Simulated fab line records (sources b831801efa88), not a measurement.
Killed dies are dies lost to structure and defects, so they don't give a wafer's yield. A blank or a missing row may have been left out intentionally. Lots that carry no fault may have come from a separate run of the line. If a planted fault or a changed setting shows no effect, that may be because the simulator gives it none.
A lot that was struck, set against a sound lot + flow sky130 + 30 out of 708 route steps
Sound: the wafers L843.1, L843.2, L843.4. Wafers L853.2, L853.3, L853.6 were the ones struck. At the end, the cause is stated.
At each step with rows: each side's tool, then ch and its chambers, then its first start. Under that, the readings that differ: sound wafers + struck wafers + difference of the means + sigmas: that difference in standard deviations of wafers without a fault.
alike: readings with means less than 2 such deviations apart, plus words and numbers identical on both sides. not compared: withheld readings, readings lacking a value on some wafer, bounds such as >300 that could conceal the same value, and numbers that have no deviation in the record and whose values overlap.
Wherever a step has rows on one side only, a row that says differs or no value, or a row with sigmas, the two part there. When numbers do not overlap yet have no deviation, they are printed without sigmas and do not part them. A reading that every wafer of one side lacks parts them only if that side has two wafers or more.

first, 5 steps without rows for these wafers: SKY_SONOS_ONO_COAT_08 (resist thk 1140 nm); SKY_SONOS_ONO_SOFTBAKE_09 (time 60 s); SKY_SONOS_ONO_EXPOSE_10 (exposes mask ONOM, target cd 410 nm); SKY_SONOS_ONO_PEB_11; SKY_SONOS_ONO_DEVELOP_12 (develop time 60 s).
SKY_SONOS_ONO_CD_MEAS_13: target cd 410 nm.
  sound on cd_sem-01 at day 13 09:36; struck on cd_sem-02 at day 16 15:46
  alike: cd_nm
SKY_SONOS_ONO_OVL_MEAS_14:
  sound on overlay-02 at day 13 09:43; struck on overlay-01 at day 16 15:53
  alike: SONOS_ONO_OVL
SKY_SONOS_ONO_ETCH_15: etches the open film in CHF3/O2, target depth 19.52 nm, time 7.8 s.
  sound on rie_diel-04 ch 0,2,3, day 13 09:45; struck on rie_diel-01 ch 1,3, day 16 15:55
  alike: drypump_motor_current_A, oes_product_au, throttle_valve_pct
  not compared: rf_hours_counter_h
then, 1 step without rows for these wafers: SKY_SONOS_ONO_WET_ETCH_16 (etches SiO2 in dHF, target depth 14 nm, time 280 s).
SKY_SONOS_ONO_STRIP_17: strips in O2/N2.
  sound on plasma_asher-04 ch 0,1, day 13 09:52; struck on plasma_asher-03 ch 0,1, day 16 16:13
  alike: drypump_motor_current_A, oes_product_au, strip_time_to_endpoint_s
  not compared: rf_hours_counter_h
then, 2 steps without rows for these wafers: SKY_SONOS_ONO_WET_ETCH_18 (etches Si3N4 in H3PO4, target depth 15 nm, time 172 s); SKY_GATE_OXIDE_CLEAN_00 (cleans in SC1/SC2, time 150 s).
SKY_GATE_OXIDE_OXIDATION_01: stabilise 600 s, purge 300 s, target thk 10.268 nm.
  sound on furnace-01 ch 0, day 13 10:04; struck on furnace-02 ch 0, day 16 19:01
| reading                                           | sound                | struck               | difference | sigmas      |
|---------------------------------------------------|----------------------|----------------------|------------|-------------|
| spike_tc_bottom_C (C)                             | 914 917 914          | 889 890 890          | -25        | -8          |
| spike_tc_centre_C (C)                             | 902.1 899.7 900.9    | 871.4 870.2 870.9    | -30.1      | -27         |
| spike_tc_lower_C (C)                              | 898.1 898.4 897.4    | 869.5 869.1 869.4    | -28.6      | -19         |
| spike_tc_top_C (C)                                | 915.5 914.1 916.2    | 880.9 879.7 880.8    | -34.8      | -13         |
| spike_tc_upper_C (C)                              | 898.3 899.9 900.2    | 869.0 868.8 869.8    | -30.3      | -28         |
| tube_center_temp_C (C)                            | 900.01 899.82 899.94 | 868.28 868.48 868.43 | -31.53     | -99 or more |
| tube_center_temp_C_max                            | 901.9 901.8 903.0    | 870.4 871.2 870.8    | -31.4      | -90         |
| zone_power_lower_pct (%)                          | 18.8 18.8 18.8       | 17.8 18.0 18.1       | -0.8       | -3          |
| zone_power_upper_pct (%)                          | 17.25 17.46 17.46    | 16.11 16.12 15.85    | -1.36      | -8          |
| model.SiO2_of_GATE_OXIDE_OXIDATION_01.thk_nm (nm) | 10.06 9.952 10.06    | 6.89 6.79 6.949      | -3.15      |             |
SKY_GATE_OXIDE_THK_MEAS_02:
  sound on film_metro-02 at day 13 11:28; struck on film_metro-04 at day 16 20:26
| reading                          | sound            | struck         | difference | sigmas |
|----------------------------------|------------------|----------------|------------|--------|
| GATE_OXIDE_OXIDATION_00_THK (nm) | 10.02 9.90 10.03 | 6.91 6.79 6.93 | -3.11      | -14    |
then, 7 steps without rows for these wafers: SKY_GATE_OXIDE_DEHYDRATE_03 (time 60 s); SKY_GATE_OXIDE_HMDS_04 (prime time 60 s); SKY_GATE_OXIDE_COAT_05 (resist thk 1140 nm); SKY_GATE_OXIDE_SOFTBAKE_06 (time 60 s); SKY_GATE_OXIDE_EXPOSE_07 (exposes mask LVOM, target cd 600 nm); SKY_GATE_OXIDE_PEB_08; SKY_GATE_OXIDE_DEVELOP_09 (develop time 60 s).
SKY_GATE_OXIDE_OVL_MEAS_10:
  sound on overlay-01 at day 14 12:50; struck on overlay-02 at day 18 01:17
| reading             | sound          | struck       | difference | sigmas |
|---------------------|----------------|--------------|------------|--------|
| GATE_OXIDE_OVL (nm) | -2.3 -1.7 -1.3 | -0.4 0.8 2.6 | +2.8       | +2     |
then, 2 steps without rows for these wafers: SKY_GATE_OXIDE_IMPLANT_11; SKY_GATE_OXIDE_WET_ETCH_12 (etches SiO2 in dHF, target depth 16.8 nm, time 336 s).
SKY_GATE_OXIDE_STRIP_13: strips in O2/N2.
  sound on plasma_asher-03 ch 0,1, day 14 13:07; struck on plasma_asher-02 ch 0,1, day 18 01:34
  alike: drypump_motor_current_A, oes_product_au, strip_time_to_endpoint_s
  not compared: rf_hours_counter_h
SKY_GATE_OXIDE_TW_MEAS_14:
  sound on film_metro-04 at day 14 13:13; struck on film_metro-02 at day 18 01:41
  alike: GATE_OXIDE_TW
then, 1 step without rows for these wafers: SKY_GATE_OXIDE_CLEAN_15 (cleans in SC1/SC2, time 150 s).
SKY_GATE_OXIDE_OXIDATION_16: stabilise 600 s, purge 300 s, target thk 3.57 nm.
  sound on furnace-02 ch 0, day 14 14:11; struck on furnace-02 ch 0, day 18 02:29
| reading                                           | sound            | struck            | difference | sigmas |
|---------------------------------------------------|------------------|-------------------|------------|--------|
| model.SiO2_of_GATE_OXIDE_OXIDATION_01.thk_nm (nm) | 11.45 11.4 11.42 | 8.564 8.445 8.595 | -2.889     |        |
  alike: ox_temp_c, spike_tc_bottom_C, spike_tc_centre_C, spike_tc_lower_C, spike_tc_top_C, spike_tc_upper_C, tube_center_temp_C, tube_center_temp_C_max, zone_power_lower_pct, zone_power_upper_pct
then, 1 step without rows for these wafers: SKY_POLY_GATE_CVD_00 (deposits poly-Si, target thk 180 nm, time 720 s).
-- here the record skips 31 days between the struck wafers' starts before and after, leaving off in module POLY_GATE and picking up in module PAD_OPEN (first step shown: number 708 of the route) --
SKY_PAD_OPEN_PROBE_99:
  sound on prober-02 at day 46 05:43; struck on prober-02 at day 48 20:52
| reading                                | sound                        | struck                       | difference | sigmas |
|----------------------------------------|------------------------------|------------------------------|------------|--------|
| model.etest.nfet_16v.r_on_ohm_um       | 1.39e+04 1.377e+04 1.379e+04 | 1.233e+04 1.235e+04 1.24e+04 | -1.460e+03 |        |
| model.etest.pfet_16v.r_on_ohm_um       | 1.512e+04 1.5e+04 1.52e+04   | 1.42e+04 1.428e+04 1.414e+04 | -9.00e+02  |        |
| model.etest.pfet_g5v0d10v5.r_on_ohm_um | 4816 4719 4745               | 4166 4158 4168               | -596       |        |
| model.etest.tip_sonos.rs_ohm_sq        | 2680 2639 2626               | 2102 2101 2120               | -541       |        |
| model.etest.nfet_g5v0d10v5.r_on_ohm_um | 1893 1859 1851               | 1645 1604 1631               | -241       |        |
| model.etest.nfet_g5v0d10v5.drive_ua_um | 617.1 615.1 618.4            | 802.1 813.2 797.4            | +187.4     |        |
| model.etest.nfet_05v0_nvt.drive_ua_um  | 585.7 583.3 582.4            | 742.7 749.4 735.1            | +158.6     |        |
| model.etest.tip_p.rs_ohm_sq            | 6861 6885 6857               | 6775 6690 6749               | -130       |        |
  alike: killed_at_M0_to_M3, killed_at_M4_up, killed_at_contacts, killed_at_front_end, killed_at_other, killed_dies, killed_open, killed_short

## WHERE THEY PART
Earliest at SKY_GATE_OXIDE_OXIDATION_01; latest, in this record, at SKY_GATE_OXIDE_OVL_MEAS_10. Later steps at which nothing parts them and some readings are alike: SKY_GATE_OXIDE_STRIP_13, SKY_GATE_OXIDE_TW_MEAS_14, SKY_GATE_OXIDE_OXIDATION_16, SKY_PAD_OPEN_PROBE_99.

WHY: whatever the simulator had introduced
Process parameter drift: furnace-02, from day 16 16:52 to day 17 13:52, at SKY_GATE_OXIDE_OXIDATION_01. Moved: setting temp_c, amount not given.
